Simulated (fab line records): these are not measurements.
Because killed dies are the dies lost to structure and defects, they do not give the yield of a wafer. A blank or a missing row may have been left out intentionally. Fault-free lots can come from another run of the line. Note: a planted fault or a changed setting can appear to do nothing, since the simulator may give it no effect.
A struck lot beside a sound one | flow gf180mcu | 44 out of 602 route steps
Sound: these wafers, L191.1, L191.2, L191.6. Struck: wafer L199.5. (L199.2, L199.3 of the same lot were not struck and are left out.) The cause comes at the end.
Order at every step that has rows: each side's tool, ch and its chambers, its first start. Under that, the readings that differ: sound wafers | struck wafers | difference of the means | sigmas: that difference in standard deviations of wafers without a fault.
alike: same words and numbers on both sides, and readings whose means sit less than 2 such deviations apart. not compared: any withheld reading, any reading some wafer has no value for, any bound like >300 that may hide the same value, and any number with overlapping values for which the record gives no deviation.
The two part at a step that has a row with sigmas, a row that says differs or no value, or rows on one side only. When numbers do not overlap yet have no deviation, they are printed without sigmas and do not part them. A reading that every wafer of one side lacks parts them only if that side has two wafers or more.

first, 3 steps without rows for these wafers: GF_CONTACT_CLEAN_20 (cleans in DIW); GF_CONTACT_CLEAN_21 (cleans in dHF, time 20 s); GF_CONTACT_SPUTTER_22 (material Ti, target thk 15 nm, time 80.02 s).
GF_CONTACT_SPUTTER_23: material TiN, target thk 10 nm, time 40 s.
  struck on pvd sputter-03, day 19 19:05; sound on pvd sputter-01, day 16 05:26
  alike: throttle valve pct
then, 1 step without rows for these wafers: GF_CONTACT_CVD_24 (deposits W, target thk 300 nm, time 90.339 s).
GF_CONTACT_RS_MEAS_25: the measuring method here is four-point-probe.
  struck on film metro-04, day 19 19:14; sound on film metro-01, day 16 05:34
  alike: CONTACT_W_RS
GF_CONTACT_THK_MEAS_26: measures by xrf.
  struck on film metro-04, day 19 19:21; sound on film metro-01, day 16 05:41
  alike: CONTACT_W_THK
then, 3 steps without rows for these wafers: GF_CONTACT_CMP_27 (polishes, stops on SiO2, t overpolish 15 s, target thk 0 nm); GF_M1_SPUTTER_00 (material Ti, target thk 37.5 nm, time 150 s); GF_M1_SPUTTER_01 (material TiN, target thk 30 nm, time 25 s).
GF_M1_SPUTTER_02: material AlCu, target thk 450 nm, time 23.9 s.
  struck on pvd sputter-01, day 19 19:50; sound on pvd sputter-02, day 16 06:11
  alike: throttle valve pct
then, 1 step without rows for these wafers: GF_M1_SPUTTER_03 (material Ti, target thk 10 nm, time 6.7 s).
GF_M1_SPUTTER_04: material TiN, target thk 50 nm, time 41.7 s.
  struck on pvd sputter-01, day 19 19:53; sound on pvd sputter-02, day 16 06:14
  reading                                | sound            | struck | difference | sigmas
  model.TiN_of_M1_SPUTTER_04.thk nm (nm) | 48.82 49.36 49.6 | 60.88  | +11.62     |
  alike: throttle valve pct
GF_M1_RS_MEAS_05: the measuring method here is four-point-probe.
  struck on film metro-01, day 19 19:56; sound on film metro-02, day 16 06:16
  alike: M1_ALCU_RS
GF_M1_THK_MEAS_06: measures by xrf.
  struck on film metro-01, day 19 20:03; sound on film metro-02, day 16 06:23
  reading          | sound       | struck | difference | sigmas
  M1_ALCU_THK (nm) | 461 462 463 | 445    | -17        | -3
then, 7 steps without rows for these wafers: GF_M1_DEHYDRATE_07 (time 60 s); GF_M1_HMDS_08 (prime time 60 s); GF_M1_COAT_09 (resist thk 1000 nm); GF_M1_SOFTBAKE_10 (time 60 s); GF_M1_EXPOSE_11 (exposes mask Metal1, target cd 230 nm); GF_M1_PEB_12 (peb time 90 s); GF_M1_DEVELOP_13 (develop time 60 s).
GF_M1_CD_MEAS_14: target cd 230 nm.
  struck on cd sem-01, day 20 19:57; sound on cd sem-01, day 17 04:17
  alike: cd nm
GF_M1_OVL_MEAS_15:
  struck on overlay-01, day 20 20:04; sound on overlay-02, day 17 04:25
  alike: M1_OVL
GF_M1_METAL_ETCH_16: etches the open film in Cl2/BCl3, stops on SiO2, target depth 750.8 nm, time 125.1 s.
  sound on rie metal-02 ch 0,1, day 17 04:27; struck on rie metal-02 ch 1, day 20 20:05
  reading                | sound                | struck | difference | sigmas
  oes product au (a.u.)  | 0.971 0.985 0.988    | 0.997  | +0.016     | +3
  throttle valve pct (%) | 28.241 28.229 28.236 | 28.214 | -0.021     | -2
  alike: drypump motor current A
  not compared: rf hours counter h
then, 4 steps without rows for these wafers: GF_M1_STRIP_17 (strips in O2/N2); GF_M1_STRIP_18 (strips in post etch residue remover, time 1200 s); GF_M1_CLEAN_19 (cleans in DIW); GF_V1_CVD_00 (deposits SiO2, target thk 600 nm, time 100 s).
GF_V1_THK_MEAS_01:
  struck on film metro-03, day 20 21:13; sound on film metro-03, day 17 05:11
  alike: V1_CVD_00_THK
GF_V1_CVD_02: deposits SiO2 from TEOS, target thk 850 nm, time 94.851 s.
  sound on pecvd-04 ch 1,2, day 17 05:14; struck on pecvd-02 ch 2, day 20 21:16
  alike: heater power w
GF_V1_THK_MEAS_03:
  struck on film metro-02, day 20 21:20; sound on film metro-04, day 17 05:19
  alike: V1_CVD_02_THK
GF_V1_CMP_04: polishes SiO2.
  sound on cmp-01 ch 1,2,3, day 17 05:25; struck on cmp-02 ch 0, day 20 21:29
  alike: motor current A, time to endpoint s
GF_V1_BOW_MEAS_05:
  struck on film metro-02, day 20 21:43; sound on film metro-04, day 17 05:40
  alike: V1_BOW
then, 8 steps without rows for these wafers: GF_V1_DEHYDRATE_06 (time 60 s); GF_V1_HMDS_07 (prime time 60 s); GF_V1_COAT_08; GF_V1_COAT_09 (resist thk 1000 nm); GF_V1_SOFTBAKE_10 (time 60 s); GF_V1_EXPOSE_11 (exposes mask Via1, target cd 260 nm); GF_V1_PEB_12 (peb time 90 s); GF_V1_DEVELOP_13 (develop time 60 s).
GF_V1_STRIP_19: strips in post etch residue remover, time 1200 s.
  sound on wet bench-02 ch 1, day 18 04:53; struck on wet bench-02 ch 3, day 21 21:23
  reading                                | sound             | struck | difference | sigmas
  model.TiN_of_M1_SPUTTER_04.thk nm (nm) | 47.98 48.52 48.75 | 60.02  | +11.60     |
-- the record jumps here: 10 days lie between the struck wafers' starts before and after (it left off in module V1 and takes up again in module PASSIVATION, whose first step shown is number 602 of the route) --
GF_PASSIVATION_PROBE_99:
  only the struck wafers here have rows in the record (prober-01, day 31 21:02); the sound ones have none

## WHERE THEY PART
First at GF_M1_THK_MEAS_06; last, within this record, at GF_PASSIVATION_PROBE_99.

WHY: what the simulator had put in
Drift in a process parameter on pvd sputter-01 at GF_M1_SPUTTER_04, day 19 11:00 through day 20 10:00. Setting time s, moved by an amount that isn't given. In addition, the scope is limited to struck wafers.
